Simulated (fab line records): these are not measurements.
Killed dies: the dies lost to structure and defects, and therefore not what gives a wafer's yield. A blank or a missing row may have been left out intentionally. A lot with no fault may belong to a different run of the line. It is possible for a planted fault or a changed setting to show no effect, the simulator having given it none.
Comparing a struck lot with a sound one -- flow sky130 -- 17 out of 708 route steps
Sound: the wafers L177.1, L177.3, L177.4. Struck: wafers L180.1, L180.3, L180.6. The cause comes at the end.
At each step with rows: each side's tool, then ch and its chambers, then its first start. Under that, the readings that differ: sound wafers -- struck wafers -- difference of the means -- sigmas: that difference in standard deviations of wafers without a fault.
alike: readings whose means differ by less than 2 such deviations, and words and numbers that are the same on both sides. not compared: withheld readings, readings that some wafer has no value for, bounds like >300 that may hide the same value, and numbers for which the record gives no deviation and whose values overlap.
Wherever a step has rows on one side only, a row that says differs or no value, or a row with sigmas, the two part there. Numbers that don't overlap but have no deviation are shown without sigmas and don't part them. A reading missing from all wafers of one side parts the sides only when that side holds two or more wafers.

SKY_FIELD_ISO_ETCH_15: etches the open film in CHF3/O2, stops on Si, target depth 180 nm, time 72 s.
  sound on rie diel-01 ch 0,1,2, day 3 01:30; struck on rie diel-04 ch 0,2, day 3 16:59
  alike: drypump motor current A, oes product au, rf fwd power W, throttle valve pct
  not compared: rf hours counter h
SKY_FIELD_ISO_STRIP_16: strips in O2/N2.
  sound on plasma asher-02 ch 0,1, day 3 01:34; struck on plasma asher-03 ch 0,1, day 3 17:02
  alike: drypump motor current A, n2 flow sccm, o2 flow sccm, oes product au, strip time to endpoint s
  not compared: rf hours counter h
SKY_FIELD_ISO_ETCH_17: etches Si in HBr/Cl2/O2, target depth 342 nm, time 97.7 s.
  sound on rie si-02 ch 0,1,3, day 3 01:40; struck on rie si-02 ch 1,3, day 3 17:08
  alike: drypump motor current A, oes product au, rf fwd power W, throttle valve pct
  not compared: rf hours counter h
then, 5 steps without rows for these wafers: SKY_FIELD_ISO_WET_ETCH_18 (etches Si3N4 in H3PO4, target depth 25 nm, time 286 s); SKY_FIELD_ISO_CLEAN_19 (cleans in SC1/SC2, time 150 s); SKY_FIELD_ISO_CLEAN_20 (cleans in dHF, time 20 s); SKY_FIELD_ISO_WET_ETCH_21 (etches SiO2 in dHF, target depth 20 nm, time 400 s); SKY_FIELD_ISO_OXIDATION_22 (stabilise 600 s, purge 300 s, target thk 10 nm).
SKY_FIELD_ISO_THK_MEAS_23:
  struck on film metro-03, day 3 18:47; sound on film metro-03, day 3 03:32
reading,sound,struck,difference,sigmas
FIELD_ISO_OXIDATION_01_THK (nm),9.80 9.69 9.65,10.05 10.11 10.22,+0.41,+2
then, 1 step without rows for these wafers: SKY_FIELD_ISO_CVD_24 (deposits SiO2, target thk 595 nm, time 99.2 s).
SKY_FIELD_ISO_THK_MEAS_25:
  struck on film metro-01, day 3 18:59; sound on film metro-01, day 3 03:40
  alike: FIELD_ISO_CVD_24_THK
then, 1 step without rows for these wafers: SKY_FIELD_ISO_ANNEAL_26 (time 1800 s).
SKY_FIELD_ISO_CMP_27: polishes, stops on Si3N4, t overpolish 16 s, target thk 457.8 nm.
  sound on cmp-02 ch 0,1,2, day 3 06:29; struck on cmp-01 ch 1,2,3, day 4 00:49
  no value came back on the struck wafers for any of 6 readings (edge zone pressure frac, head pressure psi (psi) and others); on the sound wafers edge zone pressure frac reads 0.987 0.997 1.005
reading,sound,struck,difference,sigmas
model.SiO2_of_FIELD_ISO_CVD_24.thk nm (nm),458.4 458.1 457.5,586.2 590.5 599.9,+134.2,
then, 2 steps without rows for these wafers: SKY_FIELD_ISO_WET_ETCH_28 (etches SiO2 in dHF, target depth 23.7 nm, time 47 s); SKY_FIELD_ISO_WET_ETCH_29 (etches Si3N4 in H3PO4, target depth 160 nm, time 1825 s).
SKY_FIELD_ISO_WET_ETCH_30: etches SiO2 in dHF, target depth 25 nm, time 50 s.
  sound on wet bench-03 ch 0, day 3 07:16; struck on wet bench-03 ch 2, day 4 01:39
reading,sound,struck,difference,sigmas
model.SiO2_of_FIELD_ISO_CVD_24.thk nm (nm),406.5 406 405.4,533 537.1 546.5,+133,
  alike: bath heat duty pct
-- the record jumps here: 44 days lie between the struck wafers' starts before and after (it left off in module FIELD_ISO and takes up again in module PAD_OPEN, whose first step shown is number 708 of the route) --
SKY_PAD_OPEN_PROBE_99:
  struck on prober-01, day 47 16:05; sound on prober-02, day 47 05:01
reading,sound,struck,difference,sigmas
hold,- - -,await dispo/1.2h/scrap await dispo/1.2h/scrap await dispo/1.2h/scrap,no value on the sound wafers,
killed at front end,13 13 8,432 401 411,+403,+88
killed dies,72 82 79,492 492 492,+414,+41
killed on rim,17 15 13,96 96 96,+81,+23
  alike: killed_at_M0_to_M3, killed_at_M4_up, killed at contacts, killed at other, killed open, killed short

WHERE THEY PART
At SKY_FIELD_ISO_THK_MEAS_23 first; at SKY_PAD_OPEN_PROBE_99 last (within this record only).

WHY: what had been put in by the simulator
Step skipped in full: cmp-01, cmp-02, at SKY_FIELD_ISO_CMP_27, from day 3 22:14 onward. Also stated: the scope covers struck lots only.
